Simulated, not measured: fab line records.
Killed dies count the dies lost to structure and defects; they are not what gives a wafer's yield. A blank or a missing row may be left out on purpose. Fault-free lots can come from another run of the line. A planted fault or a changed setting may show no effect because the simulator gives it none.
Struck lot and sound lot, side by side | flow sky130 | 15 steps out of a route of 708
Sound: the wafers L535.1, L535.3, L535.6. Wafers struck: L536.1, L536.5, L536.6. The cause is given at the end.
Each step with rows lists, per side, the tool, then ch with its chambers, then its first start. Under that, the readings that differ: sound wafers | struck wafers | difference of the means | sigmas: that difference in standard deviations of wafers without a fault.
alike: words and numbers the same on both sides, and readings whose means are apart by under 2 such deviations; not compared: readings that were withheld, readings missing a value for some wafer, numbers with overlapping values and no deviation given by the record, and bounds like >300 which may hide the same value.
Wherever a step has rows on one side only, a row that says differs or no value, or a row with sigmas, the two part there. Numbers that don't overlap but have no deviation are shown without sigmas and don't part them. Lack of a reading on every wafer of one side parts them only where that side has two or more wafers.

first, 7 steps without rows for these wafers: SKY_VT_ADJUST_HVTP_DEHYDRATE_00 (time 60 s); SKY_VT_ADJUST_HVTP_HMDS_01 (prime time 60 s); SKY_VT_ADJUST_HVTP_COAT_02 (resist thk 1140 nm); SKY_VT_ADJUST_HVTP_SOFTBAKE_03 (time 60 s); SKY_VT_ADJUST_HVTP_EXPOSE_04 (exposes mask HVTPM, target cd 380 nm); SKY_VT_ADJUST_HVTP_PEB_05; SKY_VT_ADJUST_HVTP_DEVELOP_06 (develop time 60 s).
SKY_VT_ADJUST_HVTP_CD_MEAS_07: the cd target is 380 nm.
  sound on cd-sem-02, day 7 04:54; struck on cd-sem-02, day 7 12:24
  alike: cd-nm
SKY_VT_ADJUST_HVTP_OVL_MEAS_08:
  sound on overlay-01, day 7 05:01; struck on overlay-01, day 7 12:31
  alike: VT_ADJUST_HVTP_OVL
then, 1 step without rows for these wafers: SKY_VT_ADJUST_HVTP_IMPLANT_09.
SKY_VT_ADJUST_HVTP_STRIP_10: strips in O2/N2.
  sound on plasma-asher-01 ch 0, day 7 05:13; struck on plasma-asher-04 ch 0,1, day 7 12:43
  alike: drypump-motor-current-A, o2-flow-sccm, oes-product-au, strip-time-to-endpoint-s
  not compared: rf-hours-counter-h
SKY_VT_ADJUST_HVTP_TW_MEAS_11:
  sound on film-metro-04, day 7 05:19; struck on film-metro-04, day 7 12:49
  alike: VT_ADJUST_HVTP_TW
SKY_VT_ADJUST_LVTN_DEHYDRATE_00: time 60 s.
  sound on litho-track-01 ch 0, day 7 14:05; struck on litho-track-01 ch 0, day 7 21:26
  reading                  | sound                | struck               | difference | sigmas
  heater-power-total-W (W) | 160.26 160.28 160.36 | 157.68 157.80 157.73 | -2.56      | -21
  plate-temp-C (C)         | 199.98 199.85 200.10 | 197.62 197.43 197.24 | -2.55      | -14
  alike: resist-line-temp-C
then, 1 step without rows for these wafers: SKY_VT_ADJUST_LVTN_HMDS_01 (prime time 60 s).
-- the record jumps here: 40 days lie between the struck wafers' starts before and after (it left off in module VT_ADJUST_LVTN and takes up again in module PAD_OPEN, whose first step shown is number 708 of the route) --
SKY_PAD_OPEN_PROBE_99:
  sound on prober-01, day 46 23:05; struck on prober-01, day 47 10:42
  alike: killed_at_M0_to_M3, killed_at_M4_up, killed-at-contacts, killed-at-front-end, killed-at-other, killed-dies, killed-open, killed-short

WHERE THEY PART
Only at SKY_VT_ADJUST_LVTN_DEHYDRATE_00, within this record. Later steps at which nothing parts them and some readings are alike: SKY_PAD_OPEN_PROBE_99.

WHY: what the simulator had put in
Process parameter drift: litho-track-01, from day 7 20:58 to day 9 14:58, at SKY_VT_ADJUST_LVTN_DEHYDRATE_00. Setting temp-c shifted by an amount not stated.
